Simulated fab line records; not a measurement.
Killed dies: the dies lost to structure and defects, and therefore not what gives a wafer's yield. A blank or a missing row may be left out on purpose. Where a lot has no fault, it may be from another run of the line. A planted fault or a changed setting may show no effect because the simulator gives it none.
Which tool is to blame? ; flow gf180mcu ; Sampling: 13 lots, 39 wafers, 4 of 602 route steps

## WHAT THE GAUGES SHOWED, per wafer
GF_CONTACT_THK_MEAS_26: measures by xrf. Usual: CONTACT_W_THK gives 306 nm (standard deviation 4.8).
lot;measured;on;CONTACT_W_THK (nm);flag
L303;day 16 16:01;film-metro-04;309 310 307;
L304;day 17 02:35;film-metro-03;309 308 309;
L306;day 17 21:09;film-metro-04;302 301 301;
L312;day 20 01:02;film-metro-01;301 299 299;
L313;day 20 08:21;film-metro-04;315 309 316;
L317;day 21 16:03;film-metro-03;312 308 303;
L318;day 22 00:31;film-metro-01;296 294 300;
L319;day 22 14:17;film-metro-03;303 307 303;
L320;day 22 20:07;film-metro-01;297 296 296;
L321;day 23 00:56;film-metro-04;303 304 303;
L322;day 23 05:55;film-metro-04;308 313 315;
L323;day 23 22:43;film-metro-03;311 307 307;
L324;day 24 00:46;film-metro-04;306 309 307;

GF_M1_THK_MEAS_06: measures by xrf. Usual: M1_ALCU_THK gives 456 nm (standard deviation 4.6).
lot;measured;on;M1_ALCU_THK (nm);flag
L303;day 16 16:43;film-metro-04;459 452 448;
L304;day 17 03:17;film-metro-02;458 460 454;
L306;day 17 21:51;film-metro-02;459 455 453;
L312;day 20 01:44;film-metro-02;454 453 454;
L313;day 20 09:03;film-metro-04;460 459 453;
L317;day 21 16:45;film-metro-02;457 456 459;
L318;day 22 01:13;film-metro-01;451 456 452;
L319;day 22 14:59;film-metro-02;456 458 455;
L320;day 22 20:49;film-metro-02;461 458 455;
L321;day 23 01:40;film-metro-02;452 455 449;
L322;day 23 06:37;film-metro-04;456 466 461;
L323;day 23 23:37;film-metro-02;454 455 452;
L324;day 24 01:41;film-metro-04;458 466 456;

## WHICH TOOL RAN EACH LOT (tool, then ch and the chambers of the sampled wafers, then the start)
lot;GF_M1_SPUTTER_00;GF_M1_SPUTTER_04
L303;pvd-sputter-03, day 16 16:22;pvd-sputter-03, day 16 16:33
L304;pvd-sputter-01, day 17 02:57;pvd-sputter-01, day 17 03:08
L306;pvd-sputter-01, day 17 21:30;pvd-sputter-01, day 17 21:41
L312;pvd-sputter-04, day 20 01:23;pvd-sputter-04, day 20 01:34
L313;pvd-sputter-04, day 20 08:43;pvd-sputter-04, day 20 08:53
L317;pvd-sputter-01, day 21 16:25;pvd-sputter-01, day 21 16:35
L318;pvd-sputter-01, day 22 00:52;pvd-sputter-01, day 22 01:02
L319;pvd-sputter-01, day 22 14:39;pvd-sputter-01, day 22 14:50
L320;pvd-sputter-01, day 22 20:29;pvd-sputter-01, day 22 20:40
L321;pvd-sputter-03, day 23 01:17;pvd-sputter-03, day 23 01:29
L322;pvd-sputter-04, day 23 06:17;pvd-sputter-04, day 23 06:28
L323;pvd-sputter-01, day 23 23:15;pvd-sputter-01, day 23 23:26
L324;pvd-sputter-04, day 24 01:19;pvd-sputter-04, day 24 01:31
- GF_M1_SPUTTER_00: material Ti, target thk 37.5 nm, time 150 s.
- GF_M1_SPUTTER_04: material TiN, target thk 50 nm, time 41.7 s.

## WHAT THE TOOLS THEMSELVES READ (means of the sampled wafers that have a number; where no wafer has one, the mark that the record gives instead)
GF_M1_SPUTTER_00. Usual: cathode-dc-power-W 3999.9 W, standard deviation 0.68; chamber-pressure-pa 2.000 Pa, standard deviation 0.0037; throttle-valve-pct 31.0 %, standard deviation 1.
lot;tool;cathode-dc-power-W (W);chamber-pressure-pa (Pa);throttle-valve-pct (%);flag
L303;pvd-sputter-03;4000.0;1.998;30.1;
L304;pvd-sputter-01;3999.8;1.998;31.5;
L306;pvd-sputter-01;4000.6;2.002;30.6;
L312;pvd-sputter-04;4303.6;2.003;30.8;OFF
L313;pvd-sputter-04;4302.7;1.998;31.6;OFF
L317;pvd-sputter-01;3999.9;2.000;31.6;
L318;pvd-sputter-01;3999.7;1.999;31.6;
L319;pvd-sputter-01;4000.0;1.999;31.5;
L320;pvd-sputter-01;4000.2;2.002;31.5;
L321;pvd-sputter-03;4000.2;1.997;30.6;
L322;pvd-sputter-04;3999.4;2.003;31.4;
L323;pvd-sputter-01;3999.7;2.001;30.6;
L324;pvd-sputter-04;3999.4;2.001;31.4;

GF_M1_SPUTTER_04. Usual: cathode-dc-power-W 6499.9 W, standard deviation 1.1; chamber-pressure-pa 0.4001 Pa, standard deviation 0.00086; throttle-valve-pct 31.0 %, standard deviation 1.
lot;tool;cathode-dc-power-W (W);chamber-pressure-pa (Pa);throttle-valve-pct (%);flag
L303;pvd-sputter-03;6499.5;0.4010;30.2;
L304;pvd-sputter-01;6499.6;0.4004;31.6;
L306;pvd-sputter-01;6500.4;0.4008;30.7;
L312;pvd-sputter-04;6498.9;0.3996;30.9;
L313;pvd-sputter-04;6499.1;0.3998;31.6;
L317;pvd-sputter-01;6500.1;0.4002;31.6;
L318;pvd-sputter-01;6499.6;0.3997;31.5;
L319;pvd-sputter-01;6501.5;0.3997;31.4;
L320;pvd-sputter-01;6499.8;0.4006;31.6;
L321;pvd-sputter-03;6500.2;0.3999;30.3;
L322;pvd-sputter-04;6500.0;0.4007;31.4;
L323;pvd-sputter-01;6499.7;0.3998;30.7;
L324;pvd-sputter-04;6499.6;0.3999;31.3;

## THE ANSWER, worked out from the rows above alone
Rule: lot off if the mean of its wafers having a number is beyond 3 standard deviations from the usual mean. Also off: a lot with no number at a reading for which 4 or more lots have one. The other lots that the step has rows for count as sound. The gauges are gone through in route order, then the tools' own readings, and for those a lot's mean is taken as printed above. The first step at which some lot is off is used, and at that step the reading that is off furthest; a lot without a number counts as furthest.
Off: L312, L313 (GF_M1_SPUTTER_00, cathode-dc-power-W).
If a tool, at that step or one of the process steps before it, ran each lot that is off and ran no sound lot following the first of them, it fits. Of those tried, none fits.

## WHAT THE SIMULATOR HAD PUT IN
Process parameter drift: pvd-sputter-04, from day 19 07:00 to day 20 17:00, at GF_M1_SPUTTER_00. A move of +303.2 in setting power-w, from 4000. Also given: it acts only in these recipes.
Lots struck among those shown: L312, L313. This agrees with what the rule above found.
